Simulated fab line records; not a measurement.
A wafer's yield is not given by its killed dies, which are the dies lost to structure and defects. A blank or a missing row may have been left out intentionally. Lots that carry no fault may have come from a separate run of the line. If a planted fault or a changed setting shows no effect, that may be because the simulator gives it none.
fab line records	flow gf180mcu
record: lots: 13	wafers: 39	last_day: 34
route steps=602 shown MVSD@74 VT_IMPLANT@100 SALICIDE@284 CONTACT@313
lots that met no fault: taken from a fault-free run of the same line
start_h: start of the lot's first displayed wafer, in hours after the record's first day	wait_h: how many hours have passed since the lot's step before this one	" unchanged from the row above	L1.1+2: several wafers, shown together as one row	- either no value or no given start	* or withheld: withheld	< > ~ a bound
route shown NAME@n: names a module that has steps shown in the file, with the first one's number in the route	usual: the fault-free wafers' mean and standard deviation	same: alike in all rows	chamber/n: place in a boat	sites: readings site by site	_std_site: standard deviation of those values	_edge_site: outer sites' mean less inner sites'	radius_mm: how far each site lies from the wafer's centre	mask NAME#n: copy n	behind: the most recent tool/chamber to have shaped the wafer	hold: reason for holding the lot/hours on hold/outcome of the hold	device: the transistor (n, p or np) that didn't switch	end of line: the same wafers' tests at the end of the route	a step with no rows: only its recipe	killed: dies that structure and defects cost at the first sort, which is not the same as the wafer's yield	map: per-die view of a wafer (x killed, . not killed, _ where there is no die)
set.NAME: the setting the step ran with; set.NAME@STEP: the setting that earlier step ran with	model.NAME: the simulator's own value behind a step, which no gauge read
route steps across a sampled set of lots; one table per step, one row per wafer
services: the hour from which a tool's chamber was out of use, counted from the record's first day as start_h (under 0 if before that day), plus the number of hours and why
== steps ==
step: GF_MVSD_IMPLANT_08
recipe: species: P	energy_kev: 400	dose_cm2: 1.6e+13	tilt_deg: 0
usual: beam_on_s: 9.99/0.19	dose_ions_cm2: 1.6e+13/2e+10	faraday_current_uA: 90.3/1.7
lot.wafer	tool	chamber	start_h	wait_h	beam_on_s	dose_ions_cm2	faraday_current_uA
L499.1	implanter-04	0	86.66	0.0	10.05	1.5971e+13	90.0
L499.2	"	0	"	"	9.71	1.6007e+13	93.2
L499.3	"	0	"	"	9.87	1.6012e+13	91.4
L501.1	implanter-02	0	96.16	0.0	9.81	1.6012e+13	91.7
L501.2	"	0	"	"	9.68	1.6008e+13	93.2
L501.3	"	0	"	"	10.72	1.5992e+13	83.9
L502.3	implanter-02	0	102.86	0.1	10.10	1.6018e+13	89.4
L502.5	"	0	"	"	9.94	1.5979e+13	90.9
L502.6	"	0	"	"	9.83	1.6016e+13	92.1
L503.3	implanter-02	0	107.86	0.1	10.08	1.5972e+13	89.9
L503.5	"	0	"	"	10.07	1.5988e+13	89.8
L503.6	"	0	"	"	9.91	1.5992e+13	90.8
L504.2	implanter-01	0	115.29	0.0	10.16	1.6044e+13	88.6
L504.3	"	0	"	"	9.83	1.5993e+13	92.1
L504.5	"	0	"	"	9.90	1.5984e+13	91.1
L508.2	implanter-02	0	137.84	0.0	11.49	2.8602e+13	140.6
L508.3	"	0	"	"	11.86	2.8602e+13	136.1
L508.5	"	0	"	"	11.80	2.861e+13	137.5
L509.2	implanter-02	0	142.64	0.0	11.79	2.8599e+13	136.9
L509.3	"	0	"	"	11.77	2.8615e+13	137.2
L509.5	"	0	"	"	11.46	2.8576e+13	140.1
L510.1	implanter-04	0	148.07	0.0	10.30	1.5991e+13	87.3
L510.3	"	0	"	"	10.07	1.5979e+13	89.6
L510.4	"	0	"	"	10.03	1.6004e+13	89.7
L511.3	implanter-02	0	157.61	0.1	11.87	2.8626e+13	135.6
L511.5	"	0	"	"	11.60	2.8618e+13	138.7
L511.6	"	0	"	"	11.71	2.8617e+13	137.6
L514.2	implanter-01	0	173.04	0.0	9.91	1.6025e+13	91.4
L514.4	"	0	"	"	10.00	1.6005e+13	90.3
L514.5	"	0	"	"	10.32	1.6012e+13	87.6
L516.1	implanter-04	0	184.16	0.0	9.71	1.6008e+13	92.5
L516.2	"	0	"	"	10.19	1.5989e+13	88.4
L516.4	"	0	"	"	9.94	1.5989e+13	90.8
L519.1	implanter-01	0	201.26	0.0	9.94	1.6005e+13	90.9
L519.4	"	0	"	"	9.64	1.6055e+13	93.4
L519.6	"	0	"	"	10.33	1.6025e+13	87.2
L520.2	implanter-04	0	208.58	0.0	10.03	1.6023e+13	90.0
L520.4	"	0	"	"	9.98	1.6004e+13	90.4
L520.6	"	0	"	"	10.17	1.6044e+13	88.5
step: GF_MVSD_TW_MEAS_11
usual: MVSD_TW: 1571/12
lot.wafer	tool	chamber	start_h	wait_h	MVSD_TW
L499.1	film_metro-01	-	87.06	0.1	1588
L499.2	"	-	"	"	1598
L499.3	"	-	"	"	1594
L501.1	film_metro-02	-	96.56	0.1	1572
L501.2	"	-	"	"	1574
L501.3	"	-	"	"	1566
L502.3	film_metro-04	-	103.23	0.1	1576
L502.5	"	-	"	"	1571
L502.6	"	-	"	"	1573
L503.3	film_metro-02	-	108.23	0.1	1574
L503.5	"	-	"	"	1581
L503.6	"	-	"	"	1570
L504.2	film_metro-02	-	115.67	0.1	1574
L504.3	"	-	"	"	1574
L504.5	"	-	"	"	1578
L508.2	film_metro-02	-	138.22	0.1	1863
L508.3	"	-	"	"	1858
L508.5	"	-	"	"	1858
L509.2	film_metro-01	-	143.03	0.1	1853
L509.3	"	-	"	"	1854
L509.5	"	-	"	"	1866
L510.1	film_metro-01	-	148.47	0.1	1560
L510.3	"	-	"	"	1567
L510.4	"	-	"	"	1560
L511.3	film_metro-01	-	157.98	0.1	1843
L511.5	"	-	"	"	1851
L511.6	"	-	"	"	1854
L514.2	film_metro-02	-	173.43	0.1	1569
L514.4	"	-	"	"	1573
L514.5	"	-	"	"	1573
L516.1	film_metro-02	-	184.56	0.1	1573
L516.2	"	-	"	"	1572
L516.4	"	-	"	"	1579
L519.1	film_metro-01	-	201.96	0.1	1547
L519.4	"	-	"	"	1547
L519.6	"	-	"	"	1533
L520.2	film_metro-01	-	208.97	0.1	1566
L520.4	"	-	"	"	1551
L520.6	"	-	"	"	1558
step: GF_VT_IMPLANT_TW_MEAS_10
usual: VT_IMPLANT_TW: 562/3
lot.wafer	tool	chamber	start_h	wait_h	VT_IMPLANT_TW
L499.1	film_metro-02	-	116.97	0.1	562
L499.2	"	-	"	"	561
L499.3	"	-	"	"	561
L501.1	film_metro-03	-	127.51	0.1	561
L501.2	"	-	"	"	558
L501.3	"	-	"	"	558
L502.3	film_metro-02	-	134.49	0.1	565
L502.5	"	-	"	"	560
L502.6	"	-	"	"	565
L503.3	film_metro-04	-	139.34	0.1	563
L503.5	"	-	"	"	564
L503.6	"	-	"	"	565
L504.2	film_metro-03	-	147.53	0.1	560
L504.3	"	-	"	"	565
L504.5	"	-	"	"	559
L508.2	film_metro-04	-	171.22	0.1	563
L508.3	"	-	"	"	563
L508.5	"	-	"	"	560
L509.2	film_metro-03	-	177.87	0.1	565
L509.3	"	-	"	"	557
L509.5	"	-	"	"	564
L510.1	film_metro-03	-	182.27	0.1	562
L510.3	"	-	"	"	562
L510.4	"	-	"	"	561
L511.3	film_metro-03	-	192.08	0.1	558
L511.5	"	-	"	"	563
L511.6	"	-	"	"	557
L514.2	film_metro-02	-	208.83	0.1	561
L514.4	"	-	"	"	560
L514.5	"	-	"	"	555
L516.1	film_metro-02	-	220.02	0.1	559
L516.2	"	-	"	"	560
L516.4	"	-	"	"	561
L519.1	film_metro-04	-	239.52	0.1	564
L519.4	"	-	"	"	562
L519.6	"	-	"	"	565
L520.2	film_metro-02	-	246.18	0.1	558
L520.4	"	-	"	"	554
L520.6	"	-	"	"	554
step: GF_VT_IMPLANT_RS_MEAS_46
recipe: thk_meas_gauge: four-point-probe
usual: MVSD_RS: 456.9/1.4
lot.wafer	tool	chamber	start_h	wait_h	MVSD_RS[ohm/sq]
L499.1	film_metro-04	-	165.73	0.1	455.5
L499.2	"	-	"	"	455.9
L499.3	"	-	"	"	456.5
L501.1	film_metro-01	-	178.24	0.1	454.4
L501.2	"	-	"	"	454.5
L501.3	"	-	"	"	454.8
L502.3	film_metro-04	-	184.37	0.1	456.1
L502.5	"	-	"	"	457.2
L502.6	"	-	"	"	456.9
L503.3	film_metro-04	-	189.02	0.1	458.1
L503.5	"	-	"	"	457.8
L503.6	"	-	"	"	458.2
L504.2	film_metro-02	-	198.19	0.1	457.2
L504.3	"	-	"	"	456.8
L504.5	"	-	"	"	457.5
L508.2	film_metro-01	-	225.05	0.1	350.1
L508.3	"	-	"	"	349.3
L508.5	"	-	"	"	349.3
L509.2	film_metro-01	-	231.85	0.1	349.9
L509.3	"	-	"	"	350.1
L509.5	"	-	"	"	349.4
L510.1	film_metro-01	-	235.68	0.1	452.4
L510.3	"	-	"	"	454.2
L510.4	"	-	"	"	455.1
L511.3	film_metro-04	-	246.72	0.1	351.7
L511.5	"	-	"	"	351.7
L511.6	"	-	"	"	351.3
L514.2	film_metro-02	-	265.65	0.1	458.3
L514.4	"	-	"	"	457.8
L514.5	"	-	"	"	458.1
L516.1	film_metro-04	-	277.82	0.1	457.1
L516.2	"	-	"	"	458.7
L516.4	"	-	"	"	457.4
L519.1	film_metro-04	-	300.43	0.1	458.3
L519.4	"	-	"	"	458.1
L519.6	"	-	"	"	459.4
L520.2	film_metro-04	-	307.05	0.1	456.1
L520.4	"	-	"	"	457.2
L520.6	"	-	"	"	457.1
step: GF_SALICIDE_RTA_06
recipe: temp_c: 530	time_s: 30	ambient: N2
usual: lamp_power_pct: 6.02/0.15	wafer_temp_C_max: 532.2/0.43
lot.wafer	tool	chamber	start_h	wait_h	lamp_power_pct	wafer_temp_C_max
L499.1	rtp_anneal-02	0	355.66	0.1	5.85	533.0
L499.2	"	0	"	"	5.85	532.2
L499.3	"	0	"	"	5.85	531.6
L501.1	rtp_anneal-01	0	371.30	0.1	6.16	532.8
L501.2	"	0	"	"	6.16	531.7
L501.3	"	0	"	"	6.15	531.4
L502.3	rtp_anneal-02	0	378.27	0.1	5.85	532.3
L502.5	"	0	"	"	5.86	532.3
L502.6	"	0	"	"	5.85	532.0
L503.3	rtp_anneal-02	0	384.39	0.1	5.87	532.6
L503.5	"	0	"	"	5.85	532.1
L503.6	"	0	"	"	5.85	531.7
L504.2	rtp_anneal-02	0	394.88	0.1	5.86	532.1
L504.3	"	0	"	"	5.86	532.6
L504.5	"	0	"	"	5.85	531.7
L508.2	rtp_anneal-02	0	432.51	0.1	5.85	532.0
L508.3	"	0	"	"	5.85	531.6
L508.5	"	0	"	"	5.86	532.6
L509.2	rtp_anneal-01	0	440.33	0.1	6.17	532.3
L509.3	"	0	"	"	6.15	532.4
L509.5	"	0	"	"	6.17	533.1
L510.1	rtp_anneal-01	0	443.75	0.1	6.16	532.2
L510.3	"	0	"	"	6.16	532.2
L510.4	"	0	"	"	6.16	532.4
L511.3	rtp_anneal-02	0	458.58	0.1	5.86	532.7
L511.5	"	0	"	"	5.85	532.3
L511.6	"	0	"	"	5.86	532.4
L514.2	rtp_anneal-01	0	483.27	0.1	6.16	532.7
L514.4	"	0	"	"	6.15	532.3
L514.5	"	0	"	"	6.16	533.1
L516.1	rtp_anneal-01	0	499.65	0.1	6.15	531.9
L516.2	"	0	"	"	6.16	532.5
L516.4	"	0	"	"	6.16	532.1
L519.1	rtp_anneal-01	0	529.59	0.1	6.16	531.9
L519.4	"	0	"	"	6.16	532.6
L519.6	"	0	"	"	6.15	533.6
L520.2	rtp_anneal-02	0	532.45	0.1	5.85	532.1
L520.4	"	0	"	"	5.86	531.8
L520.6	"	0	"	"	5.85	532.1
step: GF_CONTACT_THK_MEAS_26
recipe: thk_meas_gauge: xrf	reads: W_of_CONTACT_CVD_24
usual: CONTACT_W_THK: 314/3.9
lot.wafer	tool	chamber	start_h	wait_h	CONTACT_W_THK[nm]
L499.1	film_metro-01	-	380.41	0.1	312
L499.2	"	-	"	"	320
L499.3	"	-	"	"	317
L501.1	film_metro-02	-	396.11	0.1	310
L501.2	"	-	"	"	313
L501.3	"	-	"	"	306
L502.3	film_metro-04	-	403.08	0.1	320
L502.5	"	-	"	"	317
L502.6	"	-	"	"	320
L503.3	film_metro-04	-	409.69	0.1	312
L503.5	"	-	"	"	312
L503.6	"	-	"	"	311
L504.2	film_metro-04	-	419.69	0.1	313
L504.3	"	-	"	"	319
L504.5	"	-	"	"	315
L508.2	film_metro-04	-	459.47	0.1	315
L508.3	"	-	"	"	316
L508.5	"	-	"	"	317
L509.2	film_metro-02	-	467.07	0.1	318
L509.3	"	-	"	"	314
L509.5	"	-	"	"	314
L510.1	film_metro-01	-	469.46	0.1	308
L510.3	"	-	"	"	308
L510.4	"	-	"	"	308
L511.3	film_metro-01	-	485.14	0.1	315
L511.5	"	-	"	"	310
L511.6	"	-	"	"	317
L514.2	film_metro-01	-	508.68	0.1	317
L514.4	"	-	"	"	313
L514.5	"	-	"	"	318
L516.1	film_metro-04	-	524.91	0.1	309
L516.2	"	-	"	"	318
L516.4	"	-	"	"	317
L519.1	film_metro-04	-	554.62	0.1	313
L519.4	"	-	"	"	315
L519.6	"	-	"	"	315
L520.2	film_metro-01	-	557.12	0.1	319
L520.4	"	-	"	"	320
L520.6	"	-	"	"	314
== services ==
tool	chamber	start_h	hours	kind
rtp_anneal-02	-	81.92	0.9	pm
implanter-02	-	90.47	2.2	pm
implanter-04	-	92.64	4.1	repair
rtp_anneal-02	-	93.91	3.3	pm
implanter-02	-	110.58	8.4	repair
implanter-02	-	116.91	3.2	repair
implanter-04	-	150.87	4.0	repair
implanter-04	-	151.85	2.0	repair
implanter-02	-	220.64	3.4	repair
implanter-04	-	240.71	1.2	repair
implanter-04	-	246.63	2.0	repair
implanter-04	-	267.11	5.6	pm
implanter-04	-	299.71	143.3	pm
implanter-02	-	310.62	3.5	repair
implanter-02	-	320.00	18.8	pm
rtp_anneal-01	-	375.83	3.9	pm
rtp_anneal-01	-	379.93	4.6	repair
rtp_anneal-01	-	409.72	2.9	repair
implanter-02	-	434.32	1.0	repair
implanter-04	-	471.95	2.3	repair
implanter-04	-	501.22	0.6	repair
implanter-02	-	521.28	5.1	pm
implanter-04	-	523.32	2.8	repair
implanter-04	-	523.57	9.7	repair
== key ==
first_sign: step: GF_MVSD_IMPLANT_08	reading: dose_ions_cm2	direction: up	sigmas: 99+	usual: 1.6e+13	struck: 2.8607e+13
effect: step: GF_MVSD_IMPLANT_08	reading: faraday_current_uA	direction: up	sigmas: 28	usual: 90.3	struck: 137.8
effect: step: GF_MVSD_TW_MEAS_11	reading: MVSD_TW	direction: up	sigmas: 23	usual: 1571	struck: 1856
effect: step: GF_VT_IMPLANT_RS_MEAS_46	reading: MVSD_RS	direction: down	sigmas: 74	usual: 456.9	struck: 350.3
met_at GF_MVSD_IMPLANT_08
struck_lots L508,L509,L511
tester_left_out L508,L509,L511
not_acting_at GF_VT_IMPLANT_TW_MEAS_10,GF_SALICIDE_RTA_06,GF_CONTACT_THK_MEAS_26
onset_between 107.86 137.84
fault: kind: process_parameter_drift	tool: implanter-02	chamber: -	onset_h: 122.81	steps: GF_MVSD_IMPLANT_08	channel: dose_cm2	offset: 1.2612e+13	shape: step	end_h: 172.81	acts_in: these_recipes_only	stated: 1.6e+13
tester_left_out: of these lots the tester's yield and bins aren't shown, on N5 and GAA mostly nor the transistor test; their killed dies are dies lost to structure and defects alone, not to doping, threshold or leakage, so they don't give the yield
